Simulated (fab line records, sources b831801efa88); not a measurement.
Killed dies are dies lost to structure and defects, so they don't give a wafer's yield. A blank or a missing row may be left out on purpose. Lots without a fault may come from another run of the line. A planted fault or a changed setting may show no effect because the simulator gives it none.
Which tool did it? | flow gf180mcu | 6 lots, 18 wafers sampled, at 4 steps of a route of 602

WHAT THE GAUGES READ, wafer by wafer
GF_M2_CD_MEAS_14: target cd 280 nm.
lot  | measured     | on        | cd_nm (nm)
L902 | day 19 19:23 | cd_sem-02 | 280.1 280.4 281.0
L904 | day 20 13:20 | cd_sem-01 | 278.4 279.2 280.7
L906 | day 21 08:13 | cd_sem-01 | 280.8 281.5 281.5
L913 | day 24 03:33 | cd_sem-01 | 264.6 265.4 266.4
L922 | day 26 20:26 | cd_sem-02 | 280.1 280.1 280.6
L923 | day 27 06:44 | cd_sem-01 | 280.6 280.6 280.5

WHICH TOOL RAN EACH LOT (tool, then ch and the chambers of the sampled wafers, then the start)
lot  | GF_M2_SPUTTER_00             | GF_M2_SPUTTER_03             | GF_M2_SOFTBAKE_10
L902 | pvd_sputter-01, day 18 18:33 | pvd_sputter-01, day 18 18:43 | litho_track-03 ch 0, day 19 06:42
L904 | pvd_sputter-02, day 19 12:53 | pvd_sputter-02, day 19 13:02 | litho_track-01 ch 0, day 20 00:57
L906 | pvd_sputter-02, day 20 07:58 | pvd_sputter-02, day 20 08:07 | litho_track-03 ch 0, day 20 20:43
L913 | pvd_sputter-01, day 23 04:31 | pvd_sputter-01, day 23 04:41 | litho_track-01 ch 0, day 23 15:59
L922 | pvd_sputter-01, day 25 23:38 | pvd_sputter-01, day 25 23:47 | litho_track-03 ch 0, day 26 09:38
L923 | pvd_sputter-01, day 26 09:37 | pvd_sputter-01, day 26 09:47 | litho_track-01 ch 0, day 26 20:24
- GF_M2_SPUTTER_00: material Ti, target thk 37.5 nm, time 150 s.
- GF_M2_SPUTTER_03: material Ti, target thk 10 nm, time 6.7 s.
- GF_M2_SOFTBAKE_10: time 60 s.

THE ANSWER, worked out from the rows above alone
Rule: what is usual is taken from the lots themselves. Put in order of their means at a reading, lots are off if they are a third of the lots or fewer, leave a main group of 4 or more, and stand apart from it by a gap of 3 or more times the standard deviation of the main group's means; of several such gaps the widest counts. A main group whose means are all the same, to the digits that the tables above print for the reading, isn't used. A lot without any number at a reading at which 4 lots or more have one is off too. The other lots that the step has rows for count as sound.
Off: L913, at GF_M2_CD_MEAS_14 (cd_nm). The main group: mean 280.4 nm, standard deviation 0.59.
A tool fits if, at a process step before that reading, it ran every lot that is off, and no sound lot after the first of them. The gauges at GF_M2_CD_MEAS_14 are tried like those tools. None of those tried fits.

WHAT THE SIMULATOR HAD PUT IN
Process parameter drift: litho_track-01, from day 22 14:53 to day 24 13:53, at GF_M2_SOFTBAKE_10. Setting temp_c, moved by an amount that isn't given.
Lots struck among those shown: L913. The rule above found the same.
